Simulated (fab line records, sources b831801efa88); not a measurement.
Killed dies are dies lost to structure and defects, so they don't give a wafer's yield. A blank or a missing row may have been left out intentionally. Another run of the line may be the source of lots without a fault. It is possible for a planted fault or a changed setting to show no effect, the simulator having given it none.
Code-filled problem report in 8D (eight disciplines) form + flow sfq-line + the parts of the form that need people (team, actions taken, sign-off) are left out

1. THE ISSUE
At SFQ_TRILAYER_M6_ETCH_METAL_ETCH_162, run-length-s averages 114.5 s over 3 wafers from 3 lots, while fault-free wafers read 148.3 s, standard deviation 0.48. Relative to the usual mean, that is a shift of -70 standard deviations.
The step: etches Nb in Cl2/Ar, stops on SiO2, target depth 240 nm, time 120 s.
First seen on wafer L508.1, day 72 08:18, on rie-metal-01. The record holds 19 wafers of 7 lots with a number at this step. Rule for "out", or "out of limits": more than 4 standard deviations from the usual mean. The other wafers with a number count as sound.

2. WHAT IT IS, WHAT IT ISN'T
| question                    | is                           | is not                                                                               |
|-----------------------------|------------------------------|--------------------------------------------------------------------------------------|
| which readings at this step | run-length-s, oes-product-au | drypump-motor-current-A                                                              |
| which lots                  | L508, L509, L511             | L497, L502, L513, L514                                                               |
| which wafers of those lots  | L508.1, L509.6, L511.6       | L508.2, L508.4, L509.2, L511.2                                                       |
| read on which tools         | rie-metal-01                 | rie-metal-04                                                                         |
| when                        | from day 72 08:18            | up to then (8 sound wafers); but 8 sound wafers of L509, L511, L513, L514 came after |

3. SUSPECTS, AND WHAT RULES EACH OUT
Counting: if a tool at a process step up to the reading ran every lot that is out, it stays a suspect. Sound lots after the first of them don't rule it out here, since some wafers of a struck lot are sound.
- rie-metal-01 at SFQ_TRILAYER_M6_ETCH_METAL_ETCH_162 (etches Nb in Cl2/Ar, stops on SiO2, target depth 240 nm, time 120 s): kept. It ran every lot that is out, first L508 (day 72 08:18); its last sound lot up to then is L502 (day 70 02:46). On those wafers its own readings are out: oes-product-au, run-length-s.
Remaining after the count: rie-metal-01 at SFQ_TRILAYER_M6_ETCH_METAL_ETCH_162.

4. THE CAUSE (what the simulator had put in)
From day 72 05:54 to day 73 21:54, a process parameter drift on rie-metal-01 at SFQ_TRILAYER_M6_ETCH_METAL_ETCH_162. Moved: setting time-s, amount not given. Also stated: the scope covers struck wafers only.
This tool alone remained once counting was done.

5. SEQUENCE OF EFFECTS, ordered by route
Rows list readings where the struck wafers' mean (over those with a number) sits beyond 3 standard deviations from the usual. Scope: only readings with a usual standard deviation given in the record; hours: median across lots of the time from each lot's start at the first step in this table that gives one to its start at this step; sigmas: change in usual standard deviations.
| hours | step                                | reading        | usual      | on struck wafers | change | sigmas |
|-------|-------------------------------------|----------------|------------|------------------|--------|--------|
| 0     | SFQ_TRILAYER_M6_ETCH_METAL_ETCH_162 | oes-product-au | 0.894 a.u. | 0.990            | +0.096 | +14    |
| 0     | SFQ_TRILAYER_M6_ETCH_METAL_ETCH_162 | run-length-s   | 148.3 s    | 114.5            | -33.8  | -70    |
The process steps in it:
- SFQ_TRILAYER_M6_ETCH_METAL_ETCH_162: etches Nb in Cl2/Ar, stops on SiO2, target depth 240 nm, time 120 s.
Later measuring or inspecting steps at which every struck wafer that the step has a row for has a number for every such reading, and none has moved that far: SFQ_I6_BOW_MEAS_941, SFQ_I6_OVL_MEAS_942, SFQ_M7_RS_MEAS_943, SFQ_M7_OVL_MEAS_945, SFQ_M8_BOW_MEAS_951.

6. HOW IT WOULD HAVE BEEN CAUGHT EARLIER
In this record no reading fell out of limits until day 72 08:18, 2 hours after the fault had begun at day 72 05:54.
